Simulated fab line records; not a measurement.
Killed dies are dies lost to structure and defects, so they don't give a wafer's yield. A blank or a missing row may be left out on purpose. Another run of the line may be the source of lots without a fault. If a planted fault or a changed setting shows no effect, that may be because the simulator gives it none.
fab line records ; flow sky130
record: lots: 6; wafers: 18; last_day: 50
route steps=708 shown VIA2@520 METAL3@532 PAD_OPEN@708
lots with no fault: from the same line, run without faults
start_h: hours from the record's opening day to when the first of the lot's shown wafers began ; wait_h: how many hours have passed since the lot's step before this one ; " as in the row above ; L1.1+2: one row covering several wafers at once ; - no value, or no start given ; * or withheld: withheld ; < > ~ a bound
route shown NAME@n: names a module that has steps shown in the file, with the first one's number in the route ; usual: the fault-free wafers' mean and standard deviation ; same: alike in all rows ; chamber/n: place in a boat ; sites: each site's reading ; _std_site: standard deviation of those values ; _edge_site: the outer-site mean with the inner-site mean subtracted ; radius_mm: for every site, how far away it sits from the centre of the wafer ; mask NAME#n: copy n ; behind: the most recent tool/chamber to have shaped the wafer ; hold: what put the lot on hold/how long, in hours/how the hold closed ; device: whichever transistor did not switch (one of n, p or np) ; end of line: at the end of the route, the tests of the same wafers ; where a step has no rows: the recipe by itself ; killed: not the wafer's yield, but the dies lost to structure and defects at the first sort ; map: shows each die of a wafer: x if killed, . if not, _ if none is there
set.NAME: the setting the step ran with; set.NAME@STEP: the setting that earlier step ran with ; model.NAME: the simulator's own value behind a step, which no gauge read
certain route steps with their lots: each step a table, each wafer a row
services: the hour from which a tool's chamber was out of use, counted from the record's first day as start_h (under 0 if before that day), plus the number of hours and why
== steps ==
step: SKY_VIA2_OVL_MEAS_13
usual: VIA2_OVL: 1/5.3
lot.wafer;tool;chamber;start_h;wait_h;VIA2_OVL[nm]
L761.2;overlay-01;-;893.50;0.1;-1
L761.3;overlay-01;-;893.50;0.1;-3
L761.5;overlay-01;-;893.50;0.1;-2
L762.2;overlay-02;-;906.79;0.1;-5
L762.4;overlay-02;-;906.79;0.1;-5
L762.5;overlay-02;-;906.79;0.1;-8
L766.2;overlay-02;-;925.50;0.1;-6
L766.3;overlay-02;-;925.50;0.1;8
L766.6;overlay-02;-;925.50;0.1;3
L767.2;overlay-01;-;944.94;0.1;-11
L767.3;overlay-01;-;944.94;0.1;-6
L767.6;overlay-01;-;944.94;0.1;-8
L771.1;overlay-01;-;964.78;0.1;0
L771.4;overlay-01;-;964.78;0.1;1
L771.6;overlay-01;-;964.78;0.1;0
L777.3;overlay-01;-;1008.95;0.1;5
L777.4;overlay-01;-;1008.95;0.1;6
L777.5;overlay-01;-;1008.95;0.1;11
step: SKY_VIA2_ETCH_14
recipe: chemistry: N2/H2; target: BARC; ion_energy_ev: 200; source_w: 500; bias_w: 100; pressure_mtorr: 30; n2_flow_sccm: 100; h2_flow_sccm: 200; stop_on: SiO2; time_s: 45.9; target_depth_a: 600
usual: drypump_motor_current_A: 5.8/0.47; n2_flow_sccm: 100.00/0.28; oes_product_au: 0.855/0.0044; throttle_valve_pct: 13.225/0.009
lot.wafer;tool;chamber;start_h;wait_h;drypump_motor_current_A;n2_flow_sccm;oes_product_au;rf_hours_counter_h;throttle_valve_pct
L761.2;rie_diel-01;1;893.53;0.0;5.7;99.53;0.864;9;13.221
L761.3;rie_diel-01;2;893.53;0.0;6.6;99.89;0.849;0;13.216
L761.5;rie_diel-01;1;893.53;0.0;5.7;99.90;0.853;-;13.213
L762.2;rie_diel-04;2;906.82;0.0;5.4;100.13;0.859;3;13.222
L762.4;rie_diel-04;0;906.82;0.0;5.5;100.09;0.854;13;13.244
L762.5;rie_diel-04;2;906.82;0.0;5.4;100.17;0.857;-;13.236
L766.2;rie_diel-03;0;925.53;0.0;5.6;100.39;0.855;15;13.239
L766.3;rie_diel-03;2;925.53;0.0;4.9;100.20;0.854;18;13.210
L766.6;rie_diel-03;1;925.53;0.0;5.6;100.19;0.849;-;13.231
L767.2;rie_diel-04;1;944.97;0.0;6.2;99.91;0.860;10;13.238
L767.3;rie_diel-04;0;944.97;0.0;5.5;99.66;0.860;14;13.209
L767.6;rie_diel-04;1;944.97;0.0;6.2;100.28;0.854;-;13.229
L771.1;rie_diel-03;2;964.82;0.0;4.8;100.05;0.853;20;13.223
L771.4;rie_diel-03;0;964.82;0.0;5.6;99.60;0.851;16;13.229
L771.6;rie_diel-03;2;964.82;0.0;4.9;99.67;0.863;-;13.230
L777.3;rie_diel-03;2;1008.98;0.0;4.9;100.43;0.858;21;13.231
L777.4;rie_diel-03;1;1008.98;0.0;5.6;99.90;0.851;14;13.223
L777.5;rie_diel-03;0;1008.98;0.0;5.6;100.05;0.859;-;13.221
step: SKY_VIA2_ETCH_15
recipe: target: SiO2; chemistry: C4F8/O2/Ar; target_depth_nm: 546; stop_on: TiN; mask_material: KrF-thick; source_w: 1500; bias_w: 1200; pressure_mtorr: 40; c4f8_flow_sccm: withheld; O2_flow_sccm: 6; Ar_flow_sccm: 300; time_s: 84
usual: oes_product_au: 0.939/0.0049
lot.wafer;tool;chamber;start_h;wait_h;oes_product_au;rf_hours_counter_h
L761.2;rie_diel-01;1;893.57;0.0;0.942;9
L761.3;rie_diel-01;2;893.57;0.0;0.927;0
L761.5;rie_diel-01;1;893.57;0.0;0.936;-
L762.2;rie_diel-04;2;906.86;0.0;0.937;3
L762.4;rie_diel-04;0;906.86;0.0;0.936;13
L762.5;rie_diel-04;2;906.86;0.0;0.932;-
L766.2;rie_diel-03;0;925.57;0.0;0.944;15
L766.3;rie_diel-03;2;925.57;0.0;0.942;19
L766.6;rie_diel-03;1;925.57;0.0;0.943;-
L767.2;rie_diel-04;1;945.01;0.0;0.943;10
L767.3;rie_diel-04;0;945.01;0.0;0.942;14
L767.6;rie_diel-04;1;945.01;0.0;0.936;-
L771.1;rie_diel-03;2;964.86;0.0;0.938;20
L771.4;rie_diel-03;0;964.86;0.0;0.943;16
L771.6;rie_diel-03;2;964.86;0.0;0.938;-
L777.3;rie_diel-03;2;1009.02;0.0;0.940;21
L777.4;rie_diel-03;1;1009.02;0.0;0.936;14
L777.5;rie_diel-03;0;1009.02;0.0;0.938;-
step: SKY_VIA2_STRIP_16
recipe: chemistry: O2/N2; power_w: 1400; pressure_mtorr: 1500; platen_temp_c: withheld; o2_flow_sccm: 3000; n2_flow_sccm: 300; overash_fraction: 0.5
usual: drypump_motor_current_A: 5.6/0.46; n2_flow_sccm: 299.9/0.82; oes_product_au: 0.399/0.0048; strip_time_to_endpoint_s: 4.04/0.037
lot.wafer;tool;chamber;start_h;wait_h;drypump_motor_current_A;n2_flow_sccm;oes_product_au;rf_hours_counter_h;strip_time_to_endpoint_s
L761.2;plasma_asher-02;1;893.64;0.0;5.4;300.9;0.395;105;4.00
L761.3;plasma_asher-02;0;893.64;0.0;5.9;299.9;0.400;-;4.02
L761.5;plasma_asher-02;0;893.64;0.0;5.8;299.8;0.393;-;4.00
L762.2;plasma_asher-03;0;906.92;0.0;5.9;299.7;0.395;81;4.04
L762.4;plasma_asher-03;1;906.92;0.0;6.5;300.4;0.399;-;4.05
L762.5;plasma_asher-03;0;906.92;0.0;5.9;300.5;0.395;-;4.00
L766.2;plasma_asher-03;1;925.64;0.0;6.5;300.9;0.402;83;4.00
L766.3;plasma_asher-03;1;925.64;0.0;6.5;300.0;0.395;-;4.02
L766.6;plasma_asher-03;1;925.64;0.0;6.5;300.6;0.397;-;4.03
L767.2;plasma_asher-03;1;945.07;0.0;6.5;299.9;0.395;85;4.05
L767.3;plasma_asher-03;0;945.07;0.0;5.9;301.2;0.398;-;3.99
L767.6;plasma_asher-03;1;945.07;0.0;6.5;299.6;0.400;-;4.05
L771.1;plasma_asher-01;1;964.92;0.0;5.2;299.6;0.407;53;4.03
L771.4;plasma_asher-01;1;964.92;0.0;5.1;298.3;0.400;-;4.03
L771.6;plasma_asher-01;1;964.92;0.0;5.2;299.0;0.400;-;4.01
L777.3;plasma_asher-01;0;1009.12;0.1;5.2;299.0;0.400;-;4.07
L777.4;plasma_asher-01;1;1009.12;0.1;5.2;299.3;0.398;-;4.08
L777.5;plasma_asher-01;0;1009.12;0.1;5.2;300.0;0.403;-;4.04
step: SKY_VIA2_STRIP_17
recipe: chemistry: post_etch_residue_remover; time_s: 1200; temp_c: 72.5
step: SKY_VIA2_CLEAN_18
recipe: chemistry: IPA; time_s: 180; temp_c: 25
step: SKY_VIA2_CLEAN_19
recipe: chemistry: O3/DIW; dry: n2_spin
step: SKY_VIA2_SPUTTER_20
recipe: material: TiN; target_thk_nm: 20; chamber_pressure_pa: 5; power_w: 4000; time_s: 80
step: SKY_VIA2_CVD_21
recipe: material: W; target_thk_nm: 420; time_s: 126.4; temp_c: 400; pressure_torr: 40
step: SKY_VIA2_RS_MEAS_22
recipe: thk_meas_gauge: four-point-probe; reads: W_of_VIA2_CVD_21+TiN_of_VIA2_SPUTTER_20
usual: VIA2_W_RS: 0.274/0.0032
lot.wafer;tool;chamber;start_h;wait_h;VIA2_W_RS[ohm/sq]
L761.2;film_metro-01;-;894.44;0.1;0.273
L761.3;film_metro-01;-;894.44;0.1;0.273
L761.5;film_metro-01;-;894.44;0.1;0.272
L762.2;film_metro-02;-;907.73;0.1;0.274
L762.4;film_metro-02;-;907.73;0.1;0.270
L762.5;film_metro-02;-;907.73;0.1;0.273
L766.2;film_metro-02;-;926.44;0.1;0.279
L766.3;film_metro-02;-;926.44;0.1;0.274
L766.6;film_metro-02;-;926.44;0.1;0.277
L767.2;film_metro-03;-;946.04;0.2;0.275
L767.3;film_metro-03;-;946.04;0.2;0.276
L767.6;film_metro-03;-;946.04;0.2;0.278
L771.1;film_metro-03;-;965.71;0.1;0.277
L771.4;film_metro-03;-;965.71;0.1;0.275
L771.6;film_metro-03;-;965.71;0.1;0.281
L777.3;film_metro-03;-;1009.91;0.1;0.279
L777.4;film_metro-03;-;1009.91;0.1;0.274
L777.5;film_metro-03;-;1009.91;0.1;0.273
step: SKY_VIA2_THK_MEAS_23
recipe: thk_meas_gauge: xrf; reads: W_of_VIA2_CVD_21
usual: VIA2_W_THK: 427/6
lot.wafer;tool;chamber;start_h;wait_h;VIA2_W_THK[nm]
L761.2;film_metro-01;-;894.55;0.1;430
L761.3;film_metro-01;-;894.55;0.1;425
L761.5;film_metro-01;-;894.55;0.1;434
L762.2;film_metro-02;-;907.84;0.1;423
L762.4;film_metro-02;-;907.84;0.1;425
L762.5;film_metro-02;-;907.84;0.1;422
L766.2;film_metro-02;-;926.55;0.1;418
L766.3;film_metro-02;-;926.55;0.1;425
L766.6;film_metro-02;-;926.55;0.1;420
L767.2;film_metro-03;-;946.15;0.1;426
L767.3;film_metro-03;-;946.15;0.1;425
L767.6;film_metro-03;-;946.15;0.1;422
L771.1;film_metro-03;-;965.83;0.1;416
L771.4;film_metro-03;-;965.83;0.1;421
L771.6;film_metro-03;-;965.83;0.1;410
L777.3;film_metro-03;-;1010.01;0.1;424
L777.4;film_metro-03;-;1010.01;0.1;428
L777.5;film_metro-03;-;1010.01;0.1;431
step: SKY_VIA2_CMP_24
recipe: stop_on: SiO2; t_overpolish_s: 20; down_force_psi: 3.5; platen_rpm: 60; target_thk_nm: 0; pad_velocity_m_s: 0.94248
usual: motor_current_A: 10.5/1.2; overpolish_run_s: 20.000/0.0091; slurry_flow_ml_min: 150.1/0.44; time_to_endpoint_s: 99/5.2
lot.wafer;tool;chamber;start_h;wait_h;motor_current_A;overpolish_run_s;slurry_flow_ml_min;time_to_endpoint_s
L761.3;cmp-02;2;894.65;0.1;9.2;20.003;150.3;103
L761.2;cmp-02;0;894.65;0.1;11.7;20.003;151.3;93
L761.5;cmp-02;1;894.65;0.1;10.7;19.988;150.8;105
L762.4;cmp-02;3;907.95;0.1;9.0;20.005;149.4;108
L762.2;cmp-02;1;907.95;0.1;10.8;20.004;149.9;102
L762.5;cmp-02;2;907.95;0.1;10.1;19.998;149.4;104
L766.3;cmp-01;1;926.65;0.1;10.4;19.998;149.8;102
L766.2;cmp-01;3;926.65;0.1;10.8;19.989;149.8;98
L766.6;cmp-01;0;926.65;0.1;9.1;19.994;149.5;95
L767.3;cmp-01;0;946.25;0.1;9.7;20.011;150.1;94
L767.2;cmp-01;1;946.25;0.1;10.4;20.025;150.5;99
L767.6;cmp-01;3;946.25;0.1;11.7;20.009;150.9;96
L771.1;cmp-02;2;965.89;0.1;10.4;20.001;149.6;108
L771.4;cmp-02;0;965.89;0.1;12.5;20.001;150.2;98
L771.6;cmp-02;2;965.89;0.1;9.7;19.988;151.1;104
L777.3;cmp-02;1;1010.05;0.0;11.3;20.002;149.3;96
L777.4;cmp-02;0;1010.05;0.0;12.6;20.014;150.0;93
L777.5;cmp-02;2;1010.05;0.0;10.0;19.992;150.4;99
step: SKY_METAL3_SPUTTER_00
recipe: material: Ti; target_thk_nm: 15; power_w: 3000; time_s: 10; chamber_pressure_pa: 0.4
usual: cathode_dc_power_W: 3000.0/0.6; throttle_valve_pct: 29.6/1
lot.wafer;tool;chamber;start_h;wait_h;cathode_dc_power_W;throttle_valve_pct;model.Ti_of_METAL3_SPUTTER_00.thk_nm
L761.2;pvd_sputter-04;-;894.90;0.1;3000.3;31.3;15.11
L761.3;pvd_sputter-04;-;894.90;0.1;3000.0;28.7;14.79
L761.5;pvd_sputter-04;-;894.90;0.1;2999.5;31.0;15.29
L762.2;pvd_sputter-04;-;908.20;0.1;2999.8;28.8;14.9
L762.4;pvd_sputter-04;-;908.20;0.1;3000.2;29.0;14.75
L762.5;pvd_sputter-04;-;908.20;0.1;3000.7;31.0;15.04
L766.2;pvd_sputter-04;-;926.90;0.1;2513.6;30.3;12.53
L766.3;pvd_sputter-04;-;926.90;0.1;3000.4;28.7;14.88
L766.6;pvd_sputter-04;-;926.90;0.1;2999.1;30.7;15.04
L767.2;pvd_sputter-04;-;946.50;0.1;2999.7;28.7;14.93
L767.3;pvd_sputter-04;-;946.50;0.1;2513.7;30.3;12.72
L767.6;pvd_sputter-04;-;946.50;0.1;3000.5;30.8;15.2
L771.1;pvd_sputter-02;-;966.19;0.2;3000.8;28.3;15.34
L771.4;pvd_sputter-02;-;966.19;0.2;2999.4;28.4;14.87
L771.6;pvd_sputter-02;-;966.19;0.2;2999.6;28.3;15.26
L777.3;pvd_sputter-03;-;1010.35;0.2;3000.9;28.1;15.45
L777.4;pvd_sputter-03;-;1010.35;0.2;3000.3;31.1;15.14
L777.5;pvd_sputter-03;-;1010.35;0.2;3000.5;31.6;15.04
step: SKY_METAL3_SPUTTER_01
recipe: material: TiN; target_thk_nm: 20; power_w: 6500; time_s: 16.7; chamber_pressure_pa: 0.4
usual: cathode_dc_power_W: 6499.9/1.1; throttle_valve_pct: 29.6/1
lot.wafer;tool;chamber;start_h;wait_h;cathode_dc_power_W;throttle_valve_pct
L761.2;pvd_sputter-04;-;894.92;0.0;6500.1;31.3
L761.3;pvd_sputter-04;-;894.92;0.0;6500.2;28.8
L761.5;pvd_sputter-04;-;894.92;0.0;6500.6;30.9
L762.2;pvd_sputter-04;-;908.23;0.0;6499.6;28.8
L762.4;pvd_sputter-04;-;908.23;0.0;6500.0;28.8
L762.5;pvd_sputter-04;-;908.23;0.0;6500.8;30.6
L766.2;pvd_sputter-04;-;926.92;0.0;6499.8;30.4
L766.3;pvd_sputter-04;-;926.92;0.0;6501.4;28.8
L766.6;pvd_sputter-04;-;926.92;0.0;6500.6;30.4
L767.2;pvd_sputter-04;-;946.53;0.0;6499.6;28.8
L767.3;pvd_sputter-04;-;946.53;0.0;6499.5;30.2
L767.6;pvd_sputter-04;-;946.53;0.0;6498.1;30.7
L771.1;pvd_sputter-02;-;966.21;0.0;6499.5;28.2
L771.4;pvd_sputter-02;-;966.21;0.0;6498.2;28.4
L771.6;pvd_sputter-02;-;966.21;0.0;6500.3;28.1
L777.3;pvd_sputter-03;-;1010.37;0.0;6501.2;28.4
L777.4;pvd_sputter-03;-;1010.37;0.0;6500.0;31.3
L777.5;pvd_sputter-03;-;1010.37;0.0;6500.8;31.1
step: SKY_PAD_OPEN_PROBE_99
usual: defect_limited_yield: 82.5/1.9; killed_at_M0_to_M3: 42/6.9; killed_at_M4_up: 3.2/1.7; killed_at_contacts: 25/5.1; killed_at_front_end: 15/4.5; killed_at_other: 0.4/0.63; killed_dies: 86/9.3; killed_open: 46/7; killed_short: 39/6.9; sort_bin_3_pad_short: 0.9/0.45; sort_bin_5_function: 10.4/1.5; sort_bin_6_memory: 6.3/1.1; sort_n_pass: 406/9.3; sort_yield_pct: 82.5/1.9
same: gross_dies: 492; killed_at_back_side: 0; sort_bin_4_leakage[%]: 0; sort_bin_8_speed[%]: 0
lot.wafer;tool;chamber;start_h;wait_h;defect_limited_yield[%];killed_at_M0_to_M3;killed_at_M4_up;killed_at_contacts;killed_at_front_end;killed_at_other;killed_dies;killed_open;killed_short;sort_bin_3_pad_short[%];sort_bin_5_function[%];sort_bin_6_memory[%];sort_n_pass;sort_yield_pct[%]
L762.2;prober-01;-;1123.83;0.1;82.7;40;2;30;13;0;85;52;33;1.0;9.8;6.5;407;82.7
L762.4;prober-01;-;1123.93;0.2;77.4;54;5;27;23;2;111;51;58;1.0;12.6;8.9;381;77.4
L762.5;prober-01;-;1123.98;0.2;83.3;36;6;23;16;1;82;46;35;1.0;9.3;6.3;410;83.3
L766.2;prober-02;-;1138.60;0.1;79.1;54;5;25;18;1;103;57;44;0.6;11.4;8.9;389;79.1
L766.3;prober-02;-;1138.65;0.2;81.1;50;2;27;14;0;93;55;37;0.6;11.6;6.7;399;81.1
L766.6;prober-02;-;1138.80;0.2;81.1;50;3;22;17;1;93;52;38;1.6;11.2;6.1;399;81.1
L771.1;prober-01;-;1168.16;0.1;81.9;39;1;30;19;0;89;47;42;1.2;8.9;7.9;403;81.9
L771.4;prober-01;-;1168.31;0.2;83.3;41;1;27;13;0;82;50;31;0.8;10.4;5.5;410;83.3
L771.6;prober-01;-;1168.41;0.2;82.7;32;1;23;29;0;85;50;35;0.4;10.6;6.3;407;82.7
killed by level:class
L762.2 VIA1:geometric_particle:open=14 CONTACT:geometric_particle:open=12 LI_CONTACT:geometric_particle:open=9 METAL1:geometric_particle:short=7 CONTACT:geometric_particle:short=6 FIELD_ISO:geometric_particle:short=3 FIELD_ISO:geometric_particle:open=3 POLY_GATE:geometric_particle:open=3
L762.4 VIA1:geometric_particle:open=11 LI_CONTACT:geometric_particle:open=10 FIELD_ISO:geometric_particle:short=7 METAL1:geometric_particle:short=7 VIA1:geometric_particle:short=7 METAL2:geometric_particle:short=7 VIA2:geometric_particle:open=7 CONTACT:geometric_particle:open=6
L762.5 CONTACT:geometric_particle:open=11 VIA1:geometric_particle:open=8 VIA3:geometric_particle:open=7 LI_CONTACT:geometric_particle:open=5 VIA1:geometric_particle:short=5 LI_CONTACT:geometric_particle:short=4 METAL3:geometric_particle:short=4 METAL4:geometric_particle:short=4
L766.2 CONTACT:geometric_particle:open=12 METAL1:geometric_particle:short=9 VIA1:geometric_particle:open=9 VIA2:geometric_particle:open=8 METAL2:geometric_particle:short=7 VIA2:geometric_particle:short=7 VIA3:geometric_particle:open=6 FIELD_ISO:geometric_particle:open=5
L766.3 CONTACT:geometric_particle:open=10 VIA1:geometric_particle:open=10 LI_CONTACT:geometric_particle:open=8 VIA2:geometric_particle:open=7 VIA1:geometric_particle:short=6 VIA3:geometric_particle:open=6 VIA2:geometric_particle:short=5 FIELD_ISO:geometric_particle:short=4
L766.6 VIA1:geometric_particle:open=16 VIA2:geometric_particle:open=9 CONTACT:geometric_particle:open=8 METAL1:geometric_particle:short=6 POLY_GATE:geometric_particle:open=5 LI_CONTACT:geometric_particle:open=5 CONTACT:geometric_particle:short=5 VIA3:geometric_particle:open=5
L771.1 CONTACT:geometric_particle:open=15 FIELD_ISO:geometric_particle:short=10 LI_CONTACT:geometric_particle:open=6 VIA1:geometric_particle:short=6 VIA1:geometric_particle:open=6 VIA2:geometric_particle:open=6 METAL3:geometric_particle:short=5 VIA3:geometric_particle:short=5
L771.4 CONTACT:geometric_particle:open=13 VIA1:geometric_particle:open=10 VIA2:geometric_particle:open=8 LI_CONTACT:geometric_particle:open=7 FIELD_ISO:geometric_particle:short=5 VIA1:geometric_particle:short=5 FIELD_ISO:geometric_particle:open=4 VIA3:geometric_particle:short=4
L771.6 FIELD_ISO:geometric_particle:open=11 VIA2:geometric_particle:open=10 VIA1:geometric_particle:open=9 POLY_GATE:geometric_particle:short=7 LI_CONTACT:geometric_particle:open=7 CONTACT:geometric_particle:open=6 POLY_GATE:geometric_particle:open=5 CONTACT:geometric_particle:short=5
== services ==
tool;chamber;start_h;hours;kind
plasma_asher-01;-;885.80;7.4;repair
rie_diel-03;3;889.32;7.5;repair
pvd_sputter-03;-;893.67;2.5;repair
pvd_sputter-04;1;895.05;-;consumable_replace:kit
pvd_sputter-04;1;895.05;18.0;scheduled_down
pvd_sputter-04;1;895.05;18.0;vent_cycle
rie_diel-03;3;896.86;-;clean
rie_diel-03;3;896.86;37.8;scheduled_down
rie_diel-03;3;896.86;37.8;vent_cycle
plasma_asher-03;-;911.56;3.2;repair
cmp-01;-;912.00;4.0;pm
cmp-01;-;916.00;-;consumable_replace:conditioner
plasma_asher-02;-;929.95;3.3;repair
cmp-01;-;930.32;1.3;repair
rie_diel-04;3;939.36;9.7;repair
cmp-01;-;940.29;3.6;repair
plasma_asher-02;-;954.02;2.8;pm
plasma_asher-03;-;958.84;1.6;repair
cmp-02;-;967.68;1.8;repair
cmp-02;-;980.76;1.5;repair
rie_diel-04;3;985.38;8.4;repair
cmp-02;-;985.39;1.1;repair
cmp-02;-;990.02;0.4;repair
plasma_asher-03;-;990.17;1.4;repair
== key ==
first_sign: step: SKY_METAL3_SPUTTER_00; reading: cathode_dc_power_W; direction: down; sigmas: 99+; usual: 3000.0; struck: 2513.7
effect none on later readings
model_effect: step: SKY_METAL3_SPUTTER_00; value: Ti_of_METAL3_SPUTTER_00.thk_nm; without: 15.05; struck: 12.62
met_at SKY_METAL3_SPUTTER_00
struck_wafers L766.2,L767.3
fault: kind: process_parameter_drift; tool: pvd_sputter-04; chamber: -; onset_h: 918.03; steps: SKY_METAL3_SPUTTER_00; channel: power_w; offset: *; shape: step; end_h: 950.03; acts_in: *; stated: *; scope: struck_wafers_only
